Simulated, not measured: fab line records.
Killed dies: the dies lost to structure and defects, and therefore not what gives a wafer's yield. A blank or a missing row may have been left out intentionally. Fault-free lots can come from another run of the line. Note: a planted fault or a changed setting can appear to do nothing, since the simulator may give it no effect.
Chamber matching ; flow sky130 ; rie-diel-03 running SKY_SPACER_ETCHBACK_02: 4 sister chambers
The step etches Si3N4 in CH3F/O2, stops on SiO2, time 46.7 s, target depth 45 nm. 18 wafers are shown with their chamber, then 9 later ones without.

== WAFERS, EACH WITH ITS CHAMBER ==
wafer;chamber;drypump-motor-current-A (A);oes-product-au (a.u.);throttle-valve-pct (%)
L075.1;0;6.2;0.854;10.576
L075.2;3;5.4;0.847;10.582
L075.3;2;5.7;0.853;10.571
L079.1;0;6.1;0.844;10.562
L079.2;3;5.4;0.847;10.563
L079.5;2;5.6;0.858;10.556
L081.3;1;5.7;0.845;10.558
L081.4;0;6.2;0.857;10.552
L081.5;1;5.7;0.854;10.548
L083.1;2;5.7;0.855;10.571
L083.2;1;5.7;0.855;10.547
L083.6;2;5.7;0.855;10.559
L087.1;0;6.2;0.854;10.563
L087.3;1;5.7;0.856;10.551
L087.5;0;6.1;0.848;10.566
L090.4;0;6.1;0.857;10.571
L090.5;0;6.1;0.851;10.561
L090.6;1;5.7;0.848;10.558

SIGNATURES, as means of the wafers listed above
reading;chamber 0;chamber 1;chamber 2;chamber 3;scatter within a chamber
drypump-motor-current-A;6.143;5.700;5.675;5.400;0.042
oes-product-au;0.85214;0.85160;0.85525;0.84700;0.00418
throttle-valve-pct;10.56443;10.55240;10.56425;10.57250;0.00772
Rule: a wafer's distance from a chamber is the root of the sum, over the readings, of the square of ((its reading less the chamber's mean) divided by the reading's scatter). The wafer belongs to the nearest chamber; if the next one is less than 2 further off, it can't be placed. The scatter: take each reading less its chamber's mean, square it, sum over the shown wafers, divide by the number of wafers less the number of chambers, and take the root.

== WAFERS MISSING THEIR CHAMBER ==
wafer;drypump-motor-current-A (A);oes-product-au (a.u.);throttle-valve-pct (%)
L092.2;5.7;0.856;10.558
L092.3;5.4;0.868;10.545
L092.5;5.3;0.862;10.571
L093.4;6.2;0.859;10.561
L093.5;5.4;0.856;10.556
L093.6;6.1;0.859;10.565
L096.1;5.7;0.866;10.548
L096.3;5.4;0.850;10.556
L096.5;5.7;0.858;10.567

== WHICH CHAMBER EACH ONE RAN IN ==
wafer;from the rows above;in truth
L092.2;can't be placed: 2 or 1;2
L092.3;can't be placed: 3 or 2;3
L092.5;3;3
L093.4;0;0
L093.5;3;3
L093.6;0;0
L096.1;can't be placed: 2 or 1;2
L096.3;3;3
L096.5;can't be placed: 2 or 1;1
5 of 9 placed correctly. Not placeable from these rows: 4 (in 4, the candidates include the true chamber). 0 placed wrongly.
